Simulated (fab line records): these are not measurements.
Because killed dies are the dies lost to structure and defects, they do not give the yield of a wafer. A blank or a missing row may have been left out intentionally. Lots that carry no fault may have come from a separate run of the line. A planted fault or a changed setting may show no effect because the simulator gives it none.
Matching of chambers / flow gf180mcu / GF_V1_CVD_00 on hdpcvd-01: 3 sister chambers
The step deposits SiO2, target thk 600 nm, time 100 s. 6 wafers are shown with their chamber, then 8 later ones without.

## WAFERS, EACH WITH ITS CHAMBER
wafer=L624.4; chamber=1; sih4 flow sccm (sccm)=60.02
wafer=L626.1; chamber=2; sih4 flow sccm (sccm)=60.03
wafer=L627.3; chamber=1; sih4 flow sccm (sccm)=60.13
wafer=L627.4; chamber=0; sih4 flow sccm (sccm)=59.58
wafer=L627.5; chamber=2; sih4 flow sccm (sccm)=59.94
wafer=L628.3; chamber=0; sih4 flow sccm (sccm)=59.89

## WAFERS MISSING THEIR CHAMBER
wafer=L628.4; sih4 flow sccm (sccm)=59.73
wafer=L628.5; sih4 flow sccm (sccm)=59.86
wafer=L629.4; sih4 flow sccm (sccm)=60.38
wafer=L629.5; sih4 flow sccm (sccm)=60.25
wafer=L629.6; sih4 flow sccm (sccm)=60.10
wafer=L631.3; sih4 flow sccm (sccm)=59.75
wafer=L631.4; sih4 flow sccm (sccm)=59.61
wafer=L631.5; sih4 flow sccm (sccm)=60.07

## WHICH CHAMBER EACH WENT THROUGH
wafer=L628.4; from the rows above=can't be placed: 0 or 2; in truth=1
wafer=L628.5; from the rows above=can't be placed: 0 or 2 or 1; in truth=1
wafer=L629.4; from the rows above=can't be placed: 1 or 2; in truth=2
wafer=L629.5; from the rows above=can't be placed: 1 or 2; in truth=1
wafer=L629.6; from the rows above=can't be placed: 1 or 2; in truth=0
wafer=L631.3; from the rows above=can't be placed: 0 or 2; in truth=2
wafer=L631.4; from the rows above=can't be placed: 0 or 2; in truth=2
wafer=L631.5; from the rows above=can't be placed: 1 or 2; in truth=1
Correctly placed: 0 of 8. Not placeable from these rows: 8 (in 6, the candidates include the true chamber). Wrongly placed: 0.
How it was worked out, from the rows above alone: a wafer's distance from a chamber is the root of the sum, over the readings, of the square of ((its reading less the chamber's mean) divided by the reading's scatter). The wafer belongs to the nearest chamber; if the next one is less than 2 further off, it can't be placed. A chamber's mean is the mean of its shown wafers. How the scatter is found: for the shown wafers, subtract from each reading the mean of its chamber, square and add these, divide the total by (wafers less chambers), then take the root.
